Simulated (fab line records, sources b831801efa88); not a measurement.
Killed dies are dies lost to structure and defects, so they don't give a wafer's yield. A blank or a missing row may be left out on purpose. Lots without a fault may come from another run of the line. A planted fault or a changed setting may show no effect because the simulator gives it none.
fab line records | flow sfq_line
record lots=5 wafers=15 last_day=86
route steps=325 shown L0@12 L0V@16
lots that met no fault: from a run of the same line without faults
start_h: hours from the record's first day to the start of the lot's first wafer shown | wait_h: hours since the lot's step before | " the same as in the row above | L1.1+2: a row that stands for several wafers | - no value, or no start given | * or withheld: withheld | < > ~ a bound
route shown NAME@n: a module of which the file shows steps, and the number in the route of the first | usual: mean/standard deviation of fault-free wafers | same: alike in all rows | chamber/n: place in a boat | sites: the reading at each site | _std_site: their standard deviation | _edge_site: outer sites' mean less inner sites' | radius_mm: how far each site lies from the wafer's centre | mask NAME#n: copy n | behind: the tool/chamber that last shaped the wafer | hold: why the lot was held/for how many hours/how that ended | device: the transistor (n, p or np) that didn't switch | end of line: the same wafers' tests at the end of the route | a step without rows: its recipe alone | killed: dies lost to structure and defects at the first sort, not the wafer's yield | map: a wafer's dies, x killed, . not, _ none there
set.NAME: the setting as run; set.NAME@STEP: as run at that earlier step | model.NAME: the simulator's own value behind a step, which no gauge read
lots at some steps of the route; a table a step, a row a wafer
services: from which hour (start_h, from the record's first day; less than 0 if before it) a tool's chamber was out of use, for how many hours, and why
## steps
# step SFQ_TRILAYER_L0_BARC_OPEN_METAL_ETCH_010
# recipe mask_material=PR chemistry=O2 target_depth_nm=125 target=BARC icp_w=600 bias_w=80 pressure_mtorr=10 time_s=41.7
# usual drypump_motor_current_A=5.5/0.38 oes_product_au=0.685/0.0047
# columns lot.wafer tool chamber start_h wait_h drypump_motor_current_A oes_product_au rf_hours_counter_h
L697.1 rie_metal-04 1 79.03 0.1 5.7 0.683 138
L697.2 " 0 " " 5.6 0.686 159
L697.3 " 1 " " 5.7 0.686 -
L702.1 rie_metal-03 1 110.50 0.1 4.8 0.683 45
L702.2 " 0 " " 6.1 0.682 111
L702.6 " 1 " " 4.8 0.682 -
L703.2 rie_metal-04 0 118.90 0.1 5.6 0.680 167
L703.3 " 1 " " 5.6 0.682 -
L703.5 " 1 " " 5.6 0.682 -
L714.2 rie_metal-04 0 183.17 0.1 5.5 0.672 176
L714.4 " 0 " " 5.6 0.677 -
L714.5 " 1 " " 5.7 0.693 -
L718.1 rie_metal-04 1 212.10 0.1 5.7 0.686 159
L718.4 " 0 " " 5.6 0.685 -
L718.6 " 1 " " 5.7 0.692 -
# step SFQ_TRILAYER_L0_ETCH_METAL_ETCH_008
# recipe target=MoNx_KI stop_on=SiO2 mask_material=PR chemistry=SF6/O2 target_depth_nm=50 icp_w=600 bias_w=80 pressure_mtorr=10 time_s=25
# usual drypump_motor_current_A=5.5/0.38 oes_product_au=0.873/0.007
# columns lot.wafer tool chamber start_h wait_h drypump_motor_current_A oes_product_au rf_hours_counter_h
L697.1 rie_metal-04 1 79.09 0.0 5.7 0.877 138
L697.2 " 0 " " 5.6 0.870 159
L697.3 " 1 " " 5.7 0.879 -
L702.1 rie_metal-03 1 110.56 0.0 4.8 0.876 45
L702.2 " 0 " " 6.1 0.876 111
L702.6 " 1 " " 4.8 0.867 -
L703.2 rie_metal-04 0 118.96 0.0 5.5 0.875 167
L703.3 " 1 " " 5.6 0.882 -
L703.5 " 1 " " 5.6 0.867 -
L714.2 rie_metal-04 0 183.23 0.0 5.6 0.864 176
L714.4 " 0 " " 5.6 0.865 -
L714.5 " 1 " " 5.7 0.870 -
L718.1 rie_metal-04 1 212.16 0.0 5.7 0.881 159
L718.4 " 0 " " 5.6 0.880 -
L718.6 " 1 " " 5.7 0.883 -
# step SFQ_TRILAYER_L0_STRIP_STRIP_009
# recipe gas=O2 power_w=200 platen_temp_c=40 overash_fraction=0.65 chemistry=O2 pressure_mtorr=50
# usual drypump_motor_current_A=5.5/0.38 oes_product_au=1.001/0.0084
# columns lot.wafer tool chamber start_h wait_h drypump_motor_current_A oes_product_au rf_hours_counter_h
L697.1 rie_metal-04 1 79.14 0.0 5.6 1.002 138
L697.2 " 0 " " 5.6 0.982 159
L697.3 " 1 " " 5.6 0.998 -
L702.1 rie_metal-03 1 110.60 0.0 4.8 1.008 45
L702.2 " 0 " " 6.1 1.024 111
L702.6 " 1 " " 4.8 1.020 -
L703.2 rie_metal-04 0 119.00 0.0 5.6 0.998 167
L703.3 " 1 " " 5.6 1.012 -
L703.5 " 1 " " 5.7 1.011 -
L714.2 rie_metal-04 0 183.28 0.0 5.6 1.003 177
L714.4 " 0 " " 5.6 0.993 -
L714.5 " 1 " " 5.7 1.001 -
L718.1 rie_metal-04 1 212.20 0.0 5.6 0.994 159
L718.4 " 0 " " 5.6 0.996 -
L718.6 " 1 " " 5.6 1.003 -
# step SFQ_TRILAYER_L0_STRIP_SOLV_CLEAN_010
# recipe chemistry=NMP temp_c=70 time_s=600
# step SFQ_TRILAYER_L0_CAP_PECVD_011
# recipe material=SiO2 temp_c=150 time_s=13.333 pressure_torr=2.4 rf_w=183.3 precursor=SiH4/N2O target_thk_nm=60
# usual heater_power_w=87/13 throttle_valve_pct=24.8/1.2
# columns lot.wafer tool chamber start_h wait_h heater_power_w throttle_valve_pct
L697.1 pecvd-02 0 79.91 0.0 84 23.8
L697.2 " 2 " " 69 23.7
L697.3 " 1 " " 85 24.6
L702.1 pecvd-03 2 111.38 0.0 117 24.3
L702.2 " 1 " " 70 26.7
L702.6 " 0 " " 80 26.6
L703.2 pecvd-03 1 119.78 0.0 70 26.7
L703.3 " 2 " " 121 24.3
L703.5 " 2 " " 126 24.5
L714.2 pecvd-03 1 184.05 0.0 69 26.6
L714.4 " 1 " " 69 26.8
L714.5 " 0 " " 77 26.3
L718.1 pecvd-03 2 212.98 0.0 115 22.7
L718.4 " 2 " " 115 22.7
L718.6 " 0 " " 70 22.6
# step SFQ_TRILAYER_L0_VIA_LITHO_COAT_018
# recipe resist=BARC spin_rpm=3000 resist_thk_nm=62
# step SFQ_TRILAYER_L0_VIA_LITHO_COAT_013
# recipe resist=KrF spin_rpm=3000 resist_thk_nm=650
# step SFQ_TRILAYER_L0_VIA_LITHO_SOFTBAKE_017
# recipe temp_c=withheld time_s=withheld resist=KrF
# step SFQ_TRILAYER_L0_VIA_LITHO_EXPOSE_014
# recipe mask_id=L0V na=0.6 source_shape=conventional sigma_outer=0.65 target_cd_nm=700 dose_mj=21.3
# step SFQ_TRILAYER_L0_VIA_LITHO_PEB_016
# recipe peb_temp_c=115 peb_time_s=60 resist=KrF
# step SFQ_TRILAYER_L0_VIA_LITHO_DEVELOP_015
# recipe time_s=60 resist=KrF
# step SFQ_L0V_OVL_MEAS_903
# usual L0V_OVL=-3/4.6
# columns lot.wafer tool chamber start_h wait_h L0V_OVL[nm]
L697.1 overlay-01 - 158.42 0.1 -3
L697.2 " - " " -1
L697.3 " - " " -1
L702.1 overlay-02 - 200.10 0.1 5
L702.2 " - " " 6
L702.6 " - " " 9
L703.2 overlay-02 - 214.50 0.1 -4
L703.3 " - " " 1
L703.5 " - " " -4
L714.2 overlay-01 - 291.00 0.1 -9
L714.4 " - " " 0
L714.5 " - " " 0
L718.1 overlay-02 - 316.32 0.1 -5
L718.4 " - " " -6
L718.6 " - " " -2
# step SFQ_TRILAYER_L0_VIA_BARC_OPEN_VIA_ETCH_021
# recipe mask_material=PR chemistry=O2 target_depth_nm=125 target=BARC source_w=500 bias_w=80 pressure_mtorr=30 time_s=41.7
# usual drypump_motor_current_A=5.6/0.58 oes_product_au=0.685/0.0043
# columns lot.wafer tool chamber start_h wait_h drypump_motor_current_A oes_product_au rf_hours_counter_h model.KrF_of_TRILAYER_L0_VIA_LITHO_COAT_013.thk_nm
L697.1 rie_diel-04 0 158.46 0.0 5.1 0.681 54 576.8
L697.2 " 1 " " 4.9 0.687 14 577.2
L697.3 " 2 " " 5.2 0.686 148 572.6
L702.1 rie_diel-04 1 200.13 0.0 4.9 0.687 15 573.1
L702.2 " 3 " " 6.0 0.685 97 575.3
L702.6 " 1 " " 4.9 0.686 - 576.1
L703.2 rie_diel-04 1 214.53 0.0 4.9 0.687 15 573.6
L703.3 " 3 " " 6.0 0.680 97 572.7
L703.5 " 0 " " 5.1 0.685 - 588.3
L714.2 rie_diel-03 2 291.03 0.0 6.4 0.683 55 573.7
L714.4 " 0 " " 6.2 0.682 4 574.4
L714.5 " 0 " " 6.2 0.694 - 574.7
L718.1 rie_diel-04 0 316.35 0.0 5.1 0.688 55 574.5
L718.4 " 0 " " 5.1 0.682 - 576.1
L718.6 " 1 " " 4.9 0.682 - 575.5
# step SFQ_TRILAYER_L0_VIA_ETCH_VIA_ETCH_016
# recipe target=SiO2 stop_on=MoNx_KI mask_material=PR chemistry=CHF3 target_depth_nm=80 source_w=500 bias_w=80 pressure_mtorr=30 time_s=withheld
# usual drypump_motor_current_A=5.6/0.58 oes_product_au=0.845/0.0081
# columns lot.wafer tool chamber start_h wait_h drypump_motor_current_A oes_product_au model.KrF_of_TRILAYER_L0_VIA_LITHO_COAT_013.thk_nm
L697.1 rie_diel-04 0 158.50 0.0 5.1 0.846 563.1
L697.2 " 1 " " 4.9 0.835 563.7
L697.3 " 2 " " 5.2 0.835 558.5
L702.1 rie_diel-04 1 200.17 0.0 4.9 0.838 559.4
L702.2 " 3 " " 6.1 0.853 561.5
L702.6 " 1 " " 4.9 0.854 562.4
L703.2 rie_diel-04 1 214.57 0.0 4.9 0.848 559.7
L703.3 " 3 " " 6.0 0.851 558.9
L703.5 " 0 " " 5.1 0.842 574.4
L714.2 rie_diel-03 2 291.07 0.0 6.4 0.853 559.8
L714.4 " 0 " " 6.2 0.858 560.4
L714.5 " 0 " " 6.1 0.848 560.7
L718.1 rie_diel-04 0 316.39 0.0 5.1 0.834 560.9
L718.4 " 0 " " 5.1 0.840 562.6
L718.6 " 1 " " 4.9 0.836 562.2
# step SFQ_TRILAYER_L0_VIA_STRIP_STRIP_017
# recipe gas=O2 power_w=200 platen_temp_c=40 overash_fraction=0.65 chemistry=O2 pressure_mtorr=50
# usual drypump_motor_current_A=5.6/0.41 oes_product_au=1.004/0.0089
# columns lot.wafer tool chamber start_h wait_h drypump_motor_current_A oes_product_au rf_hours_counter_h
L697.1 rie_metal-03 1 158.55 - 4.8 1.016 53
L697.2 " 0 " " 6.1 0.999 118
L697.3 " 0 " " 6.2 1.004 -
L702.1 rie_metal-04 0 200.22 - 5.6 0.983 179
L702.2 " 1 " " 5.7 1.004 157
L702.6 " 1 " " 5.6 1.005 -
L703.2 rie_metal-02 0 214.62 - 5.6 1.023 189
L703.3 " 1 " " 5.8 1.004 -
L703.5 " 1 " " 5.8 1.000 -
L714.2 rie_metal-02 1 291.11 - 5.8 1.001 73
L714.4 " 0 " " 5.6 0.985 -
L714.5 " 0 " " 5.6 0.996 -
L718.1 rie_metal-04 0 316.44 - 5.6 0.996 7
L718.4 " 0 " " 5.6 1.002 -
L718.6 " 0 " " 5.6 0.989 -
## services
# columns tool chamber start_h hours kind
rie_diel-03 - 55.25 1.1 repair
rie_metal-04 - 84.92 1.2 repair
rie_diel-03 - 90.08 0.4 repair
rie_metal-04 - 144.07 0.3 repair
pecvd-03 - 149.67 0.9 repair
pecvd-02 1 179.84 21.5 repair
pecvd-03 - 194.25 14.0 pm
rie_diel-03 0 196.88 12.8 repair
pecvd-03 - 204.89 1.2 repair
rie_diel-04 2 212.18 - clean
rie_diel-04 2 212.18 22.7 scheduled_down
rie_metal-04 0 229.72 - clean
rie_metal-04 0 229.72 - consumable_replace:esc
rie_metal-04 0 229.72 31.4 scheduled_down
rie_metal-04 0 229.72 31.4 vent_cycle
rie_diel-03 3 248.08 1.7 repair
rie_diel-03 1 252.56 11.6 repair
rie_diel-04 - 257.31 2.8 pm
rie_diel-04 2 273.53 7.0 repair
pecvd-03 - 299.18 5.5 pm
rie_diel-04 2 313.39 21.3 repair
rie_metal-04 1 314.50 - clean
rie_metal-04 1 314.50 28.7 scheduled_down
rie_metal-04 1 314.50 28.7 vent_cycle
## key
first_sign none at tools or gauges
model_effect step=SFQ_TRILAYER_L0_VIA_BARC_OPEN_VIA_ETCH_021 value=KrF_of_TRILAYER_L0_VIA_LITHO_COAT_013.thk_nm without=572.2 struck=588.3
model_effect step=SFQ_TRILAYER_L0_VIA_ETCH_VIA_ETCH_016 value=KrF_of_TRILAYER_L0_VIA_LITHO_COAT_013.thk_nm without=558.3 struck=574.4
met_at SFQ_TRILAYER_L0_VIA_BARC_OPEN_VIA_ETCH_021
struck_wafers L703.5
onset_between 158.46 214.53
fault kind=process_parameter_drift tool=rie_diel-04 chamber=0 onset_h=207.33 steps=SFQ_TRILAYER_L0_VIA_BARC_OPEN_VIA_ETCH_021 channel=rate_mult offset=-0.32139 shape=step end_h=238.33
